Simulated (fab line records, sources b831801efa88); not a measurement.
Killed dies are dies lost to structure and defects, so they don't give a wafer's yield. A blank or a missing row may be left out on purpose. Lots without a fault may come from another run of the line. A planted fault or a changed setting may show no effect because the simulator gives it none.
A struck lot beside a sound one | flow sky130 | 14 steps out of a route of 708
Sound: wafers L758.1, L758.4, L758.6. Struck: wafers L778.2, L778.3, L778.6. The cause comes at the end.
At each step with rows: each side's tool, then ch and its chambers, then its first start. Under that, the readings that differ: sound wafers | struck wafers | difference of the means | sigmas: that difference in standard deviations of wafers without a fault.
alike: readings whose means differ by less than 2 such deviations, and words and numbers that are the same on both sides. not compared: withheld readings, readings that some wafer has no value for, bounds like >300 that may hide the same value, and numbers for which the record gives no deviation and whose values overlap.
The two part at a step that has a row with sigmas, a row that says differs or no value, or rows on one side only. Numbers that don't overlap but have no deviation are shown without sigmas and don't part them. A reading that every wafer of one side lacks parts them only if that side has two wafers or more.

SKY_POLY_GATE_THK_MEAS_21:
  sound on film_metro-03, day 16 05:47; struck on film_metro-03, day 24 17:13
  alike: POLY_GATE_OXIDATION_THK
SKY_POLY_GATE_CD_MEAS_22:
  sound on cd_sem-01, day 16 05:50; struck on cd_sem-02, day 24 17:24
  alike: cd_nm
then, 7 steps without rows for these wafers: SKY_LDD_N_DEHYDRATE_00 (time 60 s); SKY_LDD_N_HMDS_01 (prime time 60 s); SKY_LDD_N_COAT_02 (resist thk 300 nm); SKY_LDD_N_SOFTBAKE_03 (time 60 s); SKY_LDD_N_EXPOSE_04 (exposes mask NTM, target cd 840 nm); SKY_LDD_N_PEB_05; SKY_LDD_N_DEVELOP_06 (develop time 60 s).
SKY_LDD_N_OVL_MEAS_07:
  sound on overlay-01, day 17 10:55; struck on overlay-02, day 25 21:46
  alike: LDD_N_OVL
then, 2 steps without rows for these wafers: SKY_LDD_N_IMPLANT_08; SKY_LDD_N_IMPLANT_09.
SKY_LDD_N_IMPLANT_10:
  sound on implanter-01 ch 0, day 17 11:15; struck on implanter-02 ch 0, day 25 22:07
  reading                | sound                | struck               | difference | sigmas
  rotation_deg (degrees) | 203.04 203.06 203.06 | 260.73 260.72 260.71 | +57.67     | +99 or more
  alike: end_station_pressure_torr
then, 1 step without rows for these wafers: SKY_LDD_N_IMPLANT_11.

WHERE THEY PART
Only at SKY_LDD_N_IMPLANT_10, within this record.

WHY: what the simulator had put in
Process parameter drift: implanter-02, from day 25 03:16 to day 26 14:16, at SKY_LDD_N_IMPLANT_10. Setting rotation_deg, moved by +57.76, from 203. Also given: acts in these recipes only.
